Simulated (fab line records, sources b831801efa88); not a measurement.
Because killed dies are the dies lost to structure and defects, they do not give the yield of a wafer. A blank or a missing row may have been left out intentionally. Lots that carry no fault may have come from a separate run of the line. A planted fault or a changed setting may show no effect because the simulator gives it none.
What tool caused it? :: flow sfqLine :: 15 lots (45 wafers sampled), 1 step of a 325-step route

== WHAT THE GAUGES READ, wafer by wafer ==
The record lacks any reading of a measuring or inspecting step that a usual standard deviation could be used to judge.

== EACH LOT AND THE TOOL THAT RAN IT (in order: tool; ch and the chambers of the sampled wafers; start) ==
lot: L121
SFQ_TRILAYER_C5_LITHO_EXPOSE_152: krfScanner-01 ch 0, day 66 12:14

lot: L122
SFQ_TRILAYER_C5_LITHO_EXPOSE_152: krfScanner-01 ch 0, day 66 16:02

lot: L123
SFQ_TRILAYER_C5_LITHO_EXPOSE_152: krfScanner-01 ch 0, day 66 17:04

lot: L124
SFQ_TRILAYER_C5_LITHO_EXPOSE_152: krfScanner-01 ch 0, day 69 12:52

lot: L125
SFQ_TRILAYER_C5_LITHO_EXPOSE_152: krfScanner-02 ch 0, day 72 10:50

lot: L126
SFQ_TRILAYER_C5_LITHO_EXPOSE_152: krfScanner-02 ch 0, day 72 13:02

lot: L127
SFQ_TRILAYER_C5_LITHO_EXPOSE_152: krfScanner-02 ch 0, day 72 18:50

lot: L128
SFQ_TRILAYER_C5_LITHO_EXPOSE_152: krfScanner-02 ch 0, day 72 23:50

lot: L129
SFQ_TRILAYER_C5_LITHO_EXPOSE_152: krfScanner-02 ch 0, day 73 10:38

lot: L130
SFQ_TRILAYER_C5_LITHO_EXPOSE_152: krfScanner-01 ch 0, day 74 02:09

lot: L135
SFQ_TRILAYER_C5_LITHO_EXPOSE_152: krfScanner-01 ch 0, day 76 04:45

lot: L136
SFQ_TRILAYER_C5_LITHO_EXPOSE_152: krfScanner-01 ch 0, day 76 08:21

lot: L138
SFQ_TRILAYER_C5_LITHO_EXPOSE_152: krfScanner-01 ch 0, day 77 00:57

lot: L139
SFQ_TRILAYER_C5_LITHO_EXPOSE_152: krfScanner-01 ch 0, day 77 02:09

lot: L141
SFQ_TRILAYER_C5_LITHO_EXPOSE_152: krfScanner-01 ch 0, day 77 13:16
- SFQ_TRILAYER_C5_LITHO_EXPOSE_152: exposes mask C5, target cd 500 nm.

== AS READ BY THE TOOLS THEMSELVES (means over the sampled wafers that have a number; for cases with no such wafer, the mark the record gives instead) ==
SFQ_TRILAYER_C5_LITHO_EXPOSE_152. Usual: exposureDoseMJCm2 21.305, standard deviation 0.017; focusOffsetNm 0.0 nm, standard deviation 0.5; stageVelMmS 500.07 mm/s, standard deviation 0.25.
lot: L121
tool: krfScanner-01
exposureDoseMJCm2: 21.291
focusOffsetNm (nm): -0.3
stageVelMmS (mm/s): 499.89
flag: 

lot: L122
tool: krfScanner-01
exposureDoseMJCm2: 21.317
focusOffsetNm (nm): -0.0
stageVelMmS (mm/s): 500.02
flag: 

lot: L123
tool: krfScanner-01
exposureDoseMJCm2: 21.296
focusOffsetNm (nm): 0.3
stageVelMmS (mm/s): 500.02
flag: 

lot: L124
tool: krfScanner-01
exposureDoseMJCm2: 21.300
focusOffsetNm (nm): -0.2
stageVelMmS (mm/s): 500.15
flag: 

lot: L125
tool: krfScanner-02
exposureDoseMJCm2: 21.288
focusOffsetNm (nm): 0.2
stageVelMmS (mm/s): 499.94
flag: 

lot: L126
tool: krfScanner-02
exposureDoseMJCm2: 21.296
focusOffsetNm (nm): 0.6
stageVelMmS (mm/s): 500.36
flag: 

lot: L127
tool: krfScanner-02
exposureDoseMJCm2: 24.243
focusOffsetNm (nm): 0.2
stageVelMmS (mm/s): 500.19
flag: OFF

lot: L128
tool: krfScanner-02
exposureDoseMJCm2: 24.265
focusOffsetNm (nm): 0.4
stageVelMmS (mm/s): 500.19
flag: OFF

lot: L129
tool: krfScanner-02
exposureDoseMJCm2: 24.259
focusOffsetNm (nm): 0.2
stageVelMmS (mm/s): 500.19
flag: OFF

lot: L130
tool: krfScanner-01
exposureDoseMJCm2: 21.310
focusOffsetNm (nm): 0.5
stageVelMmS (mm/s): 500.27
flag: 

lot: L135
tool: krfScanner-01
exposureDoseMJCm2: 21.314
focusOffsetNm (nm): -0.1
stageVelMmS (mm/s): 499.86
flag: 

lot: L136
tool: krfScanner-01
exposureDoseMJCm2: 21.303
focusOffsetNm (nm): -0.8
stageVelMmS (mm/s): 500.32
flag: 

lot: L138
tool: krfScanner-01
exposureDoseMJCm2: 21.313
focusOffsetNm (nm): -0.7
stageVelMmS (mm/s): 500.06
flag: 

lot: L139
tool: krfScanner-01
exposureDoseMJCm2: 21.317
focusOffsetNm (nm): -0.3
stageVelMmS (mm/s): 500.12
flag: 

lot: L141
tool: krfScanner-01
exposureDoseMJCm2: 21.308
focusOffsetNm (nm): 0.8
stageVelMmS (mm/s): 500.15
flag: 

== THE ANSWER, worked out from the rows above alone ==
Rule: take the mean of a lot's wafers that have a number; if it is more than 3 standard deviations from the usual mean, the lot is off. A lot without any number at a reading at which 4 lots or more have one is off too. All remaining lots with rows at the step are treated as sound. After the gauges, taken in route order, come the tools' own readings; for these a lot's mean is taken, as printed above. At the first step where some lot is off, the reading lying furthest off is the one used; lots without a number count as furthest.
Off: L127, L128, L129, at SFQ_TRILAYER_C5_LITHO_EXPOSE_152 (exposureDoseMJCm2).
If a tool, at that step or one of the process steps before it, ran each lot that is off and ran no sound lot following the first of them, it fits. One candidate fits, namely krfScanner-02 at SFQ_TRILAYER_C5_LITHO_EXPOSE_152. A fault onset in the window from L126 (day 72 13:02, its last sound lot) to L127 (day 72 18:50, its first lot off) fits.
On the lots that are off, the tool's own readings at SFQ_TRILAYER_C5_LITHO_EXPOSE_152 differ by more than 5 times the standard deviation of the sound lots' means, which bears it out; exposureDoseMJCm2 reads 24.256 there versus 21.304 on the sound lots.

== WHAT HAD BEEN PUT IN BY THE SIMULATOR ==
Process parameters drifting: krfScanner-02 at SFQ_TRILAYER_C5_LITHO_EXPOSE_152, beginning at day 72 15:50. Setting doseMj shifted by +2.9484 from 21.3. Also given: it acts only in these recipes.
Lots struck among those shown: L127, L128, L129. This agrees with what the rule above found.
